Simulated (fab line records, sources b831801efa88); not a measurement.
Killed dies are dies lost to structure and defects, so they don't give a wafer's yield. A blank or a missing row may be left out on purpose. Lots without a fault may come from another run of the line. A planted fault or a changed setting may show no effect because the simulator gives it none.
A struck lot beside a sound one | flow gf180mcu | 16 steps out of a route of 602
Sound: wafers L841.4, L841.5, L841.6. Struck: wafers L843.2, L843.3, L843.4. The cause comes at the end.
At each step with rows: each side's tool, then ch and its chambers, then its first start. Under that, the readings that differ: sound wafers | struck wafers | difference of the means | sigmas: that difference in standard deviations of wafers without a fault.
alike: readings whose means differ by less than 2 such deviations, and words and numbers that are the same on both sides. not compared: withheld readings, readings that some wafer has no value for, bounds like >300 that may hide the same value, and numbers for which the record gives no deviation and whose values overlap.
The two part at a step that has a row with sigmas, a row that says differs or no value, or rows on one side only. Numbers that don't overlap but have no deviation are shown without sigmas and don't part them. A reading that every wafer of one side lacks parts them only if that side has two wafers or more.

first, 1 step without rows for these wafers: GF_HV_LDD_DEVELOP_18 (develop time 60 s).
GF_HV_LDD_CD_MEAS_19: target cd 400 nm.
  sound on cd_sem-02, day 12 12:20; struck on cd_sem-01, day 13 05:55
  reading    | sound             | struck            | difference | sigmas
  cd_nm (nm) | 405.2 402.7 402.8 | 399.4 400.1 399.3 | -4.0       | -2
GF_HV_LDD_OVL_MEAS_20:
  sound on overlay-02, day 12 12:25; struck on overlay-02, day 13 06:03
  alike: HV_LDD_01_OVL
then, 1 step without rows for these wafers: GF_HV_LDD_IMPLANT_21.
GF_HV_LDD_STRIP_22: strips in O2/N2.
  sound on plasma_asher-02 ch 0,1, day 12 12:46; struck on plasma_asher-01 ch 0,1, day 13 06:14
  alike: drypump_motor_current_A, heater_power_w, n2_flow_sccm, oes_product_au, strip_time_to_endpoint_s
  not compared: rf_hours_counter_h
GF_HV_LDD_TW_MEAS_23:
  sound on film_metro-04, day 12 12:52; struck on film_metro-02, day 13 06:20
  alike: HV_LDD_2_TW
then, 6 steps without rows for these wafers: GF_HV_LDD_DEHYDRATE_24 (time 60 s); GF_HV_LDD_HMDS_25 (prime time 60 s); GF_HV_LDD_COAT_26 (resist thk 1000 nm); GF_HV_LDD_SOFTBAKE_27 (time 60 s); GF_HV_LDD_EXPOSE_28 (exposes mask Nplus HV AREA, target cd 400 nm); GF_HV_LDD_PEB_29.
GF_HV_LDD_DEVELOP_30: develop time 60 s.
  sound on litho_track-04 ch 0, day 13 08:22; struck on litho_track-04 ch 0, day 14 02:52
GF_HV_LDD_CD_MEAS_31: target cd 400 nm.
  sound on cd_sem-02, day 13 08:30; struck on cd_sem-01, day 14 03:01
  reading    | sound             | struck            | difference | sigmas
  cd_nm (nm) | 400.5 399.1 398.5 | 412.9 415.1 414.2 | +14.7      | +7
GF_HV_LDD_OVL_MEAS_32:
  sound on overlay-01, day 13 08:35; struck on overlay-01, day 14 03:07
  alike: HV_LDD_02_OVL
then, 1 step without rows for these wafers: GF_PASSIVATION_PROBE_99.

WHERE THEY PART
First at GF_HV_LDD_CD_MEAS_19; last, within this record, at GF_HV_LDD_CD_MEAS_31. Later steps at which nothing parts them and some readings are alike: GF_HV_LDD_OVL_MEAS_32.

WHY: what the simulator had put in
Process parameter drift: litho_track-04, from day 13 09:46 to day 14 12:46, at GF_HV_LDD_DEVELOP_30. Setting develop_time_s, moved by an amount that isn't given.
